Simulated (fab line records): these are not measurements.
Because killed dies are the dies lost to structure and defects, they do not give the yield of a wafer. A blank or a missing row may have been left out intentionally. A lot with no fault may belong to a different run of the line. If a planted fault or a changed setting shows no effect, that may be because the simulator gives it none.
8D (eight disciplines) problem report, filled in by code + flow gf180mcu + the parts of the form that need people (team, actions taken, sign-off) are left out

1. THE PROBLEM
At GF_HV_LDD_IMPLANT_48, doseIonsCm2 averages 3.050e+13 over 9 wafers from 3 lots, while fault-free wafers read 3.001e+13, standard deviation 3.1e+10. That puts it +16 standard deviations away from the usual mean.
Seen first at day 15 17:15 on implanter-02, wafer L822.2. Wafers with a number at this step in the record: 42, from 14 lots. The rule behind "out" and "out of limits": a value lying over 4 standard deviations away from the usual mean. Any other wafer with a number is counted as sound.

2. WHAT IT IS AND WHAT IT IS NOT
| question                    | is                     | is not                                                                                             |
|-----------------------------|------------------------|----------------------------------------------------------------------------------------------------|
| which readings at this step | doseIonsCm2            | tiltDeg                                                                                            |
| which lots                  | L822, L823, L824       | L813, L815, L818, L820, L821, L830, L831, L832, L833, L834, L835                                   |
| which wafers of those lots  | all that have a number | -                                                                                                  |
| read on which tools         | implanter-02           | implanter-03, implanter-04                                                                         |
| when                        | from day 15 17:15      | up to then (15 sound wafers); but 18 sound wafers of L830, L831, L832, L833, L834, L835 came after |

3. SUSPECTS, AND WHAT RULES EACH OUT
Counting: any tool at a process step up to the reading is kept as a suspect provided that every lot that is out went through it and no sound lot did after the first of them.
- implanter-02 at GF_HV_LDD_IMPLANT_48: ruled out as a lasting fault. Following L822 (day 15 17:15), the first lot on it that is out, the sound lots L832 were run on it.
Left after counting: nothing in the record.

4. THE CAUSE (what the simulator had put in)
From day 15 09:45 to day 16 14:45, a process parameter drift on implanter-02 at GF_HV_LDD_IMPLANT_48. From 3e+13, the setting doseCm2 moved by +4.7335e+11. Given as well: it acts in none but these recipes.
Counting ruled it out, wrongly.

5. SEQUENCE OF EFFECTS, ordered by route
One row per reading whose mean, taken over the struck wafers that have a number, lies over 3 standard deviations from the usual. Only readings whose record carries a usual standard deviation are examined. hours: median over the lots of the time between each lot's start at the first step of this table that gives one and its start at this step. sigmas: the change, counted in usual standard deviations.
| hours | step                 | reading     | usual     | on struck wafers | change     | sigmas |
|-------|----------------------|-------------|-----------|------------------|------------|--------|
| 0     | GF_HV_LDD_IMPLANT_48 | doseIonsCm2 | 3.001e+13 | 3.050e+13        | +4.922e+11 | +16    |
Process steps it contains:
- GF_HV_LDD_IMPLANT_48
At these later measuring or inspecting steps, every struck wafer for which the step has a row has a number for every such reading, and none has moved that far: GF_SAB_OVL_MEAS_10.

6. HOW IT WOULD HAVE BEEN CAUGHT EARLIER
The fault began at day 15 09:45; the first out-of-limits reading in this record came at day 15 17:15, 8 hours later.
